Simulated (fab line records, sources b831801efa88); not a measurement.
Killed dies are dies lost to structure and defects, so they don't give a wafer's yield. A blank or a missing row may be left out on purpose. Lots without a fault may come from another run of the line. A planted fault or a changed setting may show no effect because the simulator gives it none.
Chamber matching | flow gf180mcu | GF_PASSIVATION_CVD_02 on pecvd-01: 3 sister chambers
The step deposits Si3N4, target thk 700 nm, time 486.18 s. 3 wafers are shown with their chamber, then 7 later ones without.

WAFERS WITH THEIR CHAMBER
wafer  | chamber | heater_power_w (W)
L337.3 | 0       | 700
L337.5 | 2       | 623
L338.4 | 1       | 751

WAFERS WITHOUT THEIR CHAMBER
wafer  | heater_power_w (W)
L338.5 | 736
L341.2 | 859
L341.3 | 776
L341.6 | 615
L342.2 | 706
L342.3 | 786
L342.4 | 778

WHICH CHAMBER EACH WENT THROUGH
wafer  | from the rows above          | in truth
L338.5 | can't be placed: 1 or 0      | 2
L341.2 | can't be placed: 1 or 0      | 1
L341.3 | can't be placed: 1 or 0      | 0
L341.6 | can't be placed: 2 or 0      | 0
L342.2 | can't be placed: 0 or 1 or 2 | 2
L342.3 | can't be placed: 1 or 0      | 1
L342.4 | can't be placed: 1 or 0      | 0
Placed correctly: 0 of 7. Can't be placed from these rows: 7 (the true chamber is among the candidates in 6). Placed wrongly: 0.
How it was worked out, from the rows above alone: a wafer's distance from a chamber is the root of the sum, over the readings, of the square of ((its reading less the chamber's mean) divided by the reading's scatter). The wafer belongs to the nearest chamber; if the next one is less than 2 further off, it can't be placed. A chamber's mean is the mean of its shown wafers. The scatter: with one shown wafer a chamber, the root of the mean of the squares of how far each hidden wafer lies from its nearest shown one.
